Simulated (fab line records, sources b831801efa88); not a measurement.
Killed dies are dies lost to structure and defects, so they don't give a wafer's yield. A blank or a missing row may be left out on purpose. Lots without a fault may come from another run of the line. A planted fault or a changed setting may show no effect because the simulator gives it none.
Problem report in the 8D (eight disciplines) form, filled by code | flow gf180mcu | the parts of the form that need people (team, actions taken, sign-off) are left out

1. THE PROBLEM
V4_OVL at GF_V4_OVL_MEAS_15 reads a mean of 50 nm on 6 wafers of 2 lots; wafers without a fault read 0 nm with a standard deviation of 5.7. That is +8.8 standard deviations from the usual mean.
First seen on wafer L844.1, day 27 17:43, on overlay-02. The record holds 36 wafers of 12 lots with a number at this step. Rule for "out", or "out of limits": more than 4 standard deviations from the usual mean. The other wafers with a number count as sound.

2. WHAT IT IS AND WHAT IT IS NOT
question                    | is                     | is not
which readings at this step | V4_OVL                 | -
which lots                  | L844, L845             | L834, L835, L836, L847, L848, L849, L850, L852, L854, L855
which wafers of those lots  | all that have a number | -
read on which gauges        | overlay-02             | overlay-01
when                        | from day 27 17:43      | up to then (9 sound wafers); but 21 sound wafers of L847, L848, L849, L850, L852, L854, L855 came after

3. SUSPECTS, AND WHAT RULES EACH OUT
Counting: a tool at a process step up to the reading stays a suspect if it ran every lot that is out and no sound lot after the first of them.
- the gauge at GF_V4_OVL_MEAS_15: kept. All the wafers that are out were read on overlay-02, and no step on other tools shows them out.
- krf_scanner-02 at GF_V4_EXPOSE_11 (exposes mask Via4, target cd 260 nm): kept. It ran every lot that is out, first L844 (day 27 08:28), and no sound lot after that.
Left after counting: krf_scanner-02 at GF_V4_EXPOSE_11, overlay-02 at GF_V4_OVL_MEAS_15.

4. THE CAUSE (what the simulator had put in)
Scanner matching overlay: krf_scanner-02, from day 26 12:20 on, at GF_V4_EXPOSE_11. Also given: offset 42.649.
Counting left 2 suspects, and this tool is among them.

5. THE CHAIN OF EFFECTS, in route order
Each row: a reading whose mean over the struck wafers that have a number lies more than 3 standard deviations from the usual. Only readings for which the record gives a usual standard deviation are gone through. hours: the time from each lot's start at the first step in this table that gives one to its start at this step, as a median over the lots. sigmas: the change in usual standard deviations.
hours | step              | reading | usual | on struck wafers | change | sigmas
0     | GF_V4_OVL_MEAS_15 | V4_OVL  | 0 nm  | 50               | +50    | +8.8

6. WHAT WOULD HAVE CAUGHT IT SOONER
In this record the first reading out of limits at a measuring or inspecting step was taken at day 27 17:43, 29 hours after the fault began at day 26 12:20.
All the lots that are out (2) had begun GF_V4_EXPOSE_11 on krf_scanner-02 by day 27 17:43. A hold on the tool at that time would have spared none of them.
